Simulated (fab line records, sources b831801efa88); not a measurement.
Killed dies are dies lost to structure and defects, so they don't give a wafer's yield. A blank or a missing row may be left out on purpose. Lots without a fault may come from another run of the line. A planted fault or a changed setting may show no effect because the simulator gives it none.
Which tool did it? | flow gf180mcu | 24 lots, 72 wafers sampled, at 6 steps of a route of 602

WHAT THE GAUGES READ, wafer by wafer
GF_PSD_TW_MEAS_11. Usual: PSD_TW 3169, standard deviation 30.
lot  | measured     | on            | PSD_TW         | flag
L074 | day 14 06:03 | film_metro-04 | 3202 3220 3209 |
L075 | day 14 12:44 | film_metro-02 | 3167 3166 3170 |
L076 | day 14 21:23 | film_metro-04 | 3226 3228 3219 |
L077 | day 15 00:48 | film_metro-02 | 3151 3162 3160 |
L078 | day 15 10:19 | film_metro-02 | 3163 3168 3142 |
L079 | day 15 17:19 | film_metro-02 | 3169 3178 3154 |
L080 | day 16 00:06 | film_metro-03 | 3132 3136 3153 |
L081 | day 16 13:14 | film_metro-02 | 3164 3154 3141 |
L082 | day 16 20:34 | film_metro-04 | 3211 3196 3197 |
L083 | day 17 04:59 | film_metro-03 | 3137 3136 3131 |
L084 | day 17 13:36 | film_metro-03 | 3144 3146 3128 |
L085 | day 18 00:50 | film_metro-02 | 3168 3192 3171 |
L086 | day 18 07:02 | film_metro-02 | 3170 3163 3161 |
L087 | day 18 11:11 | film_metro-04 | 3234 3227 3218 |
L088 | day 19 05:20 | film_metro-02 | 3149 3149 3147 |
L089 | day 19 19:04 | film_metro-02 | 3167 3150 3147 |
L090 | day 19 22:25 | film_metro-02 | 3162 3140 3153 |
L091 | day 20 17:14 | film_metro-02 | 3146 3153 3166 |
L092 | day 20 22:40 | film_metro-03 | 3136 3131 3133 |
L093 | day 21 10:32 | film_metro-04 | 3214 3201 3207 |
L095 | day 21 13:17 | film_metro-03 | 3121 3129 3130 |
L094 | day 21 13:52 | film_metro-02 | 3167 3153 3180 |
L096 | day 21 22:52 | film_metro-04 | 3211 3209 3195 |
L097 | day 22 09:10 | film_metro-02 | 3184 3163 3158 |

GF_V2_CD_MEAS_14: target cd 260 nm. Usual: cd_nm 260.1 nm, standard deviation 1.
lot  | measured     | on        | cd_nm (nm)        | flag
L074 | day 20 08:05 | cd_sem-01 | 260.6 260.4 259.7 |
L075 | day 20 15:01 | cd_sem-02 | 259.7 261.2 261.1 |
L076 | day 21 00:44 | cd_sem-02 | 260.6 261.0 260.6 |
L077 | day 21 04:15 | cd_sem-01 | 258.0 258.5 259.0 |
L078 | day 21 13:22 | cd_sem-02 | 262.4 261.0 262.2 |
L079 | day 22 00:48 | cd_sem-01 | 259.2 259.0 258.2 |
L080 | day 22 06:42 | cd_sem-02 | 260.4 259.7 260.0 |
L081 | day 22 18:16 | cd_sem-02 | 259.8 260.1 259.1 |
L082 | day 23 02:03 | cd_sem-01 | 261.3 261.4 261.2 |
L083 | day 23 10:52 | cd_sem-01 | 260.5 260.6 260.8 |
L084 | day 23 18:05 | cd_sem-02 | 258.8 258.5 259.7 |
L085 | day 24 04:27 | cd_sem-01 | 259.2 259.1 258.4 |
L086 | day 24 11:53 | cd_sem-02 | 260.5 260.2 260.0 |
L087 | day 24 16:06 | cd_sem-02 | 260.9 259.6 261.3 |
L088 | day 25 08:34 | cd_sem-01 | 259.1 258.2 258.5 |
L089 | day 25 19:23 | cd_sem-02 | 260.1 261.4 260.5 |
L090 | day 26 00:00 | cd_sem-02 | 259.5 260.1 258.9 |
L091 | day 26 15:01 | cd_sem-02 | 260.0 259.0 260.2 |
L092 | day 26 21:37 | cd_sem-02 | 259.8 259.4 260.8 |
L093 | day 27 06:06 | cd_sem-02 | 261.5 260.7 261.7 |
L095 | day 27 08:51 | cd_sem-02 | 260.5 259.8 260.9 |
L094 | day 27 09:13 | cd_sem-01 | 261.5 261.7 261.6 |
L096 | day 27 19:05 | cd_sem-02 | 259.5 257.2 259.7 |
L097 | day 28 02:34 | cd_sem-02 | 260.3 259.5 260.6 |

GF_M3_OVL_MEAS_15. Usual: M3_OVL -5 nm, standard deviation 6.2.
lot  | measured     | on         | M3_OVL (nm) | flag
L074 | day 21 09:58 | overlay-01 | -1 -2 -6    |
L075 | day 21 16:38 | overlay-01 | -2 -1 -1    |
L076 | day 22 02:00 | overlay-02 | -6 -9 -7    |
L077 | day 22 05:53 | overlay-02 | -10 -18 -19 |
L078 | day 22 14:09 | overlay-01 | -4 2 -8     |
L079 | day 23 01:28 | overlay-01 | 1 -6 -6     |
L080 | day 23 07:10 | overlay-01 | -6 -5 0     |
L081 | day 23 19:06 | overlay-01 | -7 -9 -9    |
L082 | day 24 02:16 | overlay-01 | -11 -1 -6   |
L083 | day 24 10:06 | overlay-01 | -3 -1 1     |
L084 | day 24 18:07 | overlay-01 | -16 -17 -17 |
L085 | day 25 04:27 | overlay-01 | 9 6 4       |
L086 | day 25 11:36 | overlay-01 | 7 9 4       |
L087 | day 25 15:56 | overlay-01 | -5 -6 -6    |
L088 | day 26 07:47 | overlay-02 | -11 -7 -8   |
L089 | day 26 18:24 | overlay-02 | -10 -11 -10 |
L090 | day 26 22:57 | overlay-01 | -6 -5 2     |
L091 | day 27 13:32 | overlay-01 | -10 0 -3    |
L092 | day 27 19:52 | overlay-02 | -8 -9 -4    |
L093 | day 28 03:39 | overlay-02 | 1 3 -9      |
L095 | day 28 07:03 | overlay-02 | -4 -11 -15  |
L094 | day 28 07:12 | overlay-01 | 0 -6 2      |
L096 | day 28 17:03 | overlay-01 | 1 -1 -1     |
L097 | day 28 23:43 | overlay-01 | -10 2 -7    |

WHICH TOOL RAN EACH LOT (tool, then ch and the chambers of the sampled wafers, then the start)
lot  | GF_SALICIDE_RTA_06               | GF_M1_METAL_ETCH_16               | GF_V2_CVD_23
L074 | rtp_anneal-02 ch 0, day 15 04:24 | rie_metal-01 ch 0,1, day 17 03:32 | cvd_w-02 ch 0,1, day 20 09:01
L075 | rtp_anneal-02 ch 0, day 15 11:25 | rie_metal-03 ch 0,1, day 17 10:29 | cvd_w-01 ch 0, day 20 15:58
L076 | rtp_anneal-01 ch 0, day 15 19:49 | rie_metal-01 ch 0, day 17 19:53   | cvd_w-01 ch 0,1, day 21 01:39
L077 | rtp_anneal-01 ch 0, day 15 23:01 | rie_metal-03 ch 0,1, day 17 22:26 | cvd_w-01 ch 0,1, day 21 05:09
L078 | rtp_anneal-01 ch 0, day 16 09:17 | rie_metal-01 ch 0,1, day 18 08:46 | cvd_w-02 ch 0,1, day 21 14:17
L079 | rtp_anneal-01 ch 0, day 16 17:20 | rie_metal-03 ch 0,1, day 18 19:02 | cvd_w-02 ch 0,1, day 22 01:43
L080 | rtp_anneal-01 ch 0, day 17 00:37 | rie_metal-03 ch 0,1, day 19 02:16 | cvd_w-01 ch 0,1, day 22 07:38
L081 | rtp_anneal-01 ch 0, day 17 13:26 | rie_metal-03 ch 0, day 19 15:13   | cvd_w-01 ch 0,1, day 22 19:11
L082 | rtp_anneal-01 ch 0, day 17 20:08 | rie_metal-03 ch 0, day 19 22:29   | cvd_w-01 ch 0,1, day 23 02:57
L083 | rtp_anneal-02 ch 0, day 18 04:53 | rie_metal-01 ch 1, day 20 08:01   | cvd_w-02 ch 0,1, day 23 11:47
L084 | rtp_anneal-01 ch 0, day 18 14:08 | rie_metal-04 ch 0,1, day 20 16:56 | cvd_w-02 ch 0,1, day 23 19:04
L085 | rtp_anneal-02 ch 0, day 19 01:52 | rie_metal-04 ch 0,1, day 21 04:44 | cvd_w-01 ch 0,1, day 24 05:24
L086 | rtp_anneal-01 ch 0, day 19 08:30 | rie_metal-01 ch 0, day 21 10:53   | cvd_w-01 ch 0,1, day 24 12:48
L087 | rtp_anneal-01 ch 0, day 19 12:23 | rie_metal-03 ch 0,1, day 21 16:11 | cvd_w-02 ch 0,1, day 24 17:01
L088 | rtp_anneal-02 ch 0, day 20 06:55 | rie_metal-01 ch 0,1, day 22 08:34 | cvd_w-02 ch 1, day 25 09:31
L089 | rtp_anneal-02 ch 0, day 20 19:43 | rie_metal-04 ch 0,1, day 22 20:29 | cvd_w-02 ch 0,1, day 25 20:20
L090 | rtp_anneal-01 ch 0, day 20 23:27 | rie_metal-04 ch 0,1, day 23 00:53 | cvd_w-02 ch 0,1, day 26 00:55
L091 | rtp_anneal-02 ch 0, day 21 17:32 | rie_metal-01 ch 0,1, day 23 17:26 | cvd_w-01 ch 0,1, day 26 15:56
L092 | rtp_anneal-02 ch 0, day 21 22:55 | rie_metal-03 ch 0,1, day 23 22:50 | cvd_w-01 ch 0,1, day 26 22:31
L093 | rtp_anneal-02 ch 0, day 22 11:02 | rie_metal-01 ch 0,1, day 24 09:47 | cvd_w-01 ch 0,1, day 27 07:03
L095 | rtp_anneal-01 ch 0, day 22 12:58 | rie_metal-03 ch 0, day 24 12:23   | cvd_w-01 ch 0,1, day 27 09:46
L094 | rtp_anneal-01 ch 0, day 22 13:53 | rie_metal-01 ch 0, day 24 13:01   | cvd_w-02 ch 0,1, day 27 10:10
L096 | rtp_anneal-01 ch 0, day 22 23:13 | rie_metal-04 ch 0,1, day 24 22:28 | cvd_w-01 ch 0,1, day 27 20:01
L097 | rtp_anneal-01 ch 0, day 23 08:59 | rie_metal-04 ch 0,1, day 25 07:50 | cvd_w-01 ch 0,1, day 28 03:28
- GF_SALICIDE_RTA_06: time 30 s.
- GF_M1_METAL_ETCH_16: etches the open film in Cl2/BCl3, stops on SiO2, target depth 750.8 nm, time 125.1 s.
- GF_V2_CVD_23: deposits W, target thk 350 nm, time 104.94 s.

WHAT THE TOOLS THEMSELVES READ (means of the sampled wafers that have a number; where no wafer has one, the mark that the record gives instead)
GF_SALICIDE_RTA_06. Usual: lamp_power_pct 6.05 %, standard deviation 0.15; wafer_temp_C_max 533.1, standard deviation 0.75.
lot  | tool          | lamp_power_pct (%) | wafer_temp_C_max | flag
L074 | rtp_anneal-02 | 5.85               | 533.7            |
L075 | rtp_anneal-02 | 5.86               | 533.7            |
L076 | rtp_anneal-01 | 6.18               | 532.6            |
L077 | rtp_anneal-01 | 6.16               | 533.4            |
L078 | rtp_anneal-01 | 6.16               | 533.1            |
L079 | rtp_anneal-01 | 6.17               | 532.9            |
L080 | rtp_anneal-01 | 6.17               | 533.0            |
L081 | rtp_anneal-01 | 6.17               | 532.9            |
L082 | rtp_anneal-01 | 6.17               | 532.6            |
L083 | rtp_anneal-02 | 5.86               | 534.4            |
L084 | rtp_anneal-01 | 6.17               | 532.4            |
L085 | rtp_anneal-02 | 5.86               | 533.6            |
L086 | rtp_anneal-01 | 6.16               | 532.6            |
L087 | rtp_anneal-01 | 6.17               | 532.6            |
L088 | rtp_anneal-02 | 5.85               | 533.6            |
L089 | rtp_anneal-02 | 5.86               | 533.6            |
L090 | rtp_anneal-01 | 6.17               | 532.7            |
L091 | rtp_anneal-02 | 5.86               | 533.3            |
L092 | rtp_anneal-02 | 5.86               | 533.2            |
L093 | rtp_anneal-02 | 5.86               | 534.0            |
L095 | rtp_anneal-01 | 6.17               | 532.6            |
L094 | rtp_anneal-01 | 6.17               | 532.5            |
L096 | rtp_anneal-01 | 6.18               | 532.5            |
L097 | rtp_anneal-01 | 6.17               | 532.3            |

GF_M1_METAL_ETCH_16. Usual: bcl3_flow_sccm 40.01 sccm, standard deviation 0.11; drypump_motor_current_A 5.5 A, standard deviation 0.3; oes_product_au 0.991 a.u., standard deviation 0.0056; throttle_valve_pct 28.228 %, standard deviation 0.0095.
lot  | tool         | bcl3_flow_sccm (sccm) | drypump_motor_current_A (A) | oes_product_au (a.u.) | throttle_valve_pct (%) | flag
L074 | rie_metal-01 | 40.11                 | 5.8                         | 0.995                 | 28.228                 |
L075 | rie_metal-03 | 40.05                 | 5.3                         | 0.988                 | 28.229                 |
L076 | rie_metal-01 | 39.96                 | 6.0                         | 0.992                 | 28.225                 |
L077 | rie_metal-03 | 40.08                 | 5.4                         | 0.989                 | 28.225                 |
L078 | rie_metal-01 | 40.00                 | 5.7                         | 0.994                 | 28.220                 |
L079 | rie_metal-03 | 39.95                 | 5.2                         | 0.992                 | 28.224                 |
L080 | rie_metal-03 | 39.96                 | 5.4                         | 0.989                 | 28.231                 |
L081 | rie_metal-03 | 40.05                 | 5.1                         | 0.996                 | 28.227                 |
L082 | rie_metal-03 | 40.03                 | 5.1                         | 0.990                 | 28.233                 |
L083 | rie_metal-01 | 39.83                 | 5.5                         | 0.989                 | 28.237                 |
L084 | rie_metal-04 | 40.04                 | 5.3                         | 0.988                 | 28.240                 |
L085 | rie_metal-04 | 39.99                 | 5.3                         | 0.989                 | 28.228                 |
L086 | rie_metal-01 | 39.96                 | 6.0                         | 0.987                 | 28.226                 |
L087 | rie_metal-03 | 39.91                 | 5.4                         | 0.995                 | 28.241                 |
L088 | rie_metal-01 | 39.98                 | 5.9                         | 0.993                 | 28.218                 |
L089 | rie_metal-04 | 39.89                 | 5.3                         | 0.987                 | 28.228                 |
L090 | rie_metal-04 | 40.02                 | 5.3                         | 0.991                 | 28.232                 |
L091 | rie_metal-01 | 39.96                 | 5.8                         | 0.988                 | 28.219                 |
L092 | rie_metal-03 | 39.98                 | 5.2                         | 0.994                 | 28.227                 |
L093 | rie_metal-01 | 40.02                 | 5.7                         | 0.990                 | 28.231                 |
L095 | rie_metal-03 | 40.12                 | 5.1                         | 0.998                 | 28.217                 |
L094 | rie_metal-01 | 40.03                 | 6.0                         | 0.988                 | 28.239                 |
L096 | rie_metal-04 | 39.93                 | 5.3                         | 0.993                 | 28.221                 |
L097 | rie_metal-04 | 39.92                 | 5.3                         | 0.990                 | 28.226                 |

GF_V2_CVD_23. Usual: chamber_pressure_Torr 40.01 Torr, standard deviation 0.11; heater_power_w 886 W, standard deviation 74.
lot  | tool     | chamber_pressure_Torr (Torr) | heater_power_w (W) | flag
L074 | cvd_w-02 | 39.89                        | 854                |
L075 | cvd_w-01 | 39.98                        | 800                |
L076 | cvd_w-01 | 40.03                        | 919                |
L077 | cvd_w-01 | 39.98                        | 898                |
L078 | cvd_w-02 | 39.91                        | 900                |
L079 | cvd_w-02 | 40.14                        | 851                |
L080 | cvd_w-01 | 39.97                        | 917                |
L081 | cvd_w-01 | 40.07                        | 873                |
L082 | cvd_w-01 | 39.94                        | 869                |
L083 | cvd_w-02 | 40.01                        | 901                |
L084 | cvd_w-02 | 40.11                        | 858                |
L085 | cvd_w-01 | 39.88                        | 862                |
L086 | cvd_w-01 | 40.10                        | 878                |
L087 | cvd_w-02 | 40.01                        | 856                |
L088 | cvd_w-02 | 40.10                        | 823                |
L089 | cvd_w-02 | 39.98                        | 890                |
L090 | cvd_w-02 | 39.96                        | 893                |
L091 | cvd_w-01 | 40.01                        | 871                |
L092 | cvd_w-01 | 40.04                        | 932                |
L093 | cvd_w-01 | 40.12                        | 865                |
L095 | cvd_w-01 | 40.05                        | 917                |
L094 | cvd_w-02 | 39.91                        | 885                |
L096 | cvd_w-01 | 40.05                        | 912                |
L097 | cvd_w-01 | 40.02                        | 870                |

THE ANSWER, worked out from the rows above alone
Rule: a lot is off if the mean of its wafers that have a number lies more than 3 standard deviations from the usual mean. A lot without any number at a reading at which 4 lots or more have one is off too. The other lots that the step has rows for count as sound. The gauges are gone through in route order, then the tools' own readings, and for those a lot's mean is taken as printed above. The first step at which some lot is off is used, and at that step the reading that is off furthest; a lot without a number counts as furthest.
No lot is off at any reading shown: from this, nothing can be told.

WHAT THE SIMULATOR HAD PUT IN
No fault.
